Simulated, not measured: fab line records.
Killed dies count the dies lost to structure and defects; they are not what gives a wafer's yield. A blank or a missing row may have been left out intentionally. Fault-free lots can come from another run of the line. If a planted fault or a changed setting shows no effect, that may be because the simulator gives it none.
Problem report, 8D (eight disciplines) form, completed by code | flow gf180mcu | the parts of the form that need people (team, actions taken, sign-off) are left out

== 1. WHAT IS WRONG ==
GF_M5_SOFTBAKE_03, runLengthS: mean 98.50 s over 1 wafer from 1 lot; wafers with no fault: 89.10 s, standard deviation 0.11. That puts it +85 standard deviations away from the usual mean.
The step: time 60 s.
The first sign was on wafer L680.4 at day 27 07:59, on lithoTrack-03. Wafers with a number at this step in the record: 15, from 5 lots. Rule for "out", or "out of limits": more than 4 standard deviations from the usual mean. Any other wafer with a number is counted as sound.

== 2. WHAT THIS IS AND IS NOT ==
question                    | is                | is not
which readings at this step | runLengthS        | plateTempC
which lots                  | L680              | L677, L681, L685, L699
which wafers of those lots  | L680.4            | L680.2, L680.5
read on which tools         | lithoTrack-03     | lithoTrack-01
when                        | from day 27 07:59 | up to then (5 sound wafers); but 9 sound wafers of L681, L685, L699 came after

== 3. WHAT RULES OUT EACH SUSPECT ==
Counting: any tool at a process step up to the reading remains a suspect provided it ran every lot that is out. Sound lots after the first of them don't rule it out here, since some wafers of a struck lot are sound.
- rieMetal-04 at GF_MIM_METAL_ETCH_19 (etches the open film in Cl2/BCl3, stops on Si3N4, target depth 324.5 nm, time 54.1 s): kept. It ran the lot that is out, L680 (day 26 21:09).
- plasmaAsher-01 at GF_MIM_STRIP_20 (strips in O2/N2): kept. It ran the lot that is out, L680 (day 26 21:13).
- lithoTrack-03 at GF_M5_SOFTBAKE_03 (time 60 s): kept. It ran the lot that is out, L680 (day 27 07:59). On those wafers its own readings are out: runLengthS.
- Within rieMetal-04 at GF_MIM_METAL_ETCH_19: the wafers that are out ran in chamber 0; their sound lot-mates ran in chamber 1.
- Within plasmaAsher-01 at GF_MIM_STRIP_20: the wafers that are out ran in chamber 1; their sound lot-mates ran in chamber 0.
Still standing after the count: rieMetal-04 at GF_MIM_METAL_ETCH_19, plasmaAsher-01 at GF_MIM_STRIP_20, lithoTrack-03 at GF_M5_SOFTBAKE_03.

== 4. THE CAUSE (what the simulator had put in) ==
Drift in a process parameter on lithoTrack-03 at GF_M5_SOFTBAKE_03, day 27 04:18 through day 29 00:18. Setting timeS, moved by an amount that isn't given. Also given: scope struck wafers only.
After counting, 3 suspects remain, this tool included.

== 5. THE EFFECT CHAIN, in route order ==
Each row: a reading where the mean over the struck wafers with a number is more than 3 standard deviations away from the usual. Only readings for which the record gives a usual standard deviation are gone through. hours: the time from each lot's start at the first step in this table that gives one to its start at this step, as a median over the lots. sigmas: the change in usual standard deviations.
hours | step                    | reading       | usual   | on struck wafers | change | sigmas
0     | GF_M5_SOFTBAKE_03       | runLengthS    | 89.10 s | 98.50            | +9.40  | +85
74    | GF_PASSIVATION_PROBE_99 | killedAtOther | 0.1     | 1.0              | +0.9   | +3.2
Process steps it contains:
- GF_M5_SOFTBAKE_03: time 60 s.
- GF_PASSIVATION_PROBE_99

== 6. WHAT WOULD HAVE CAUGHT IT SOONER ==
In this record no reading fell out of limits until day 27 07:59, 4 hours after the fault had begun at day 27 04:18.
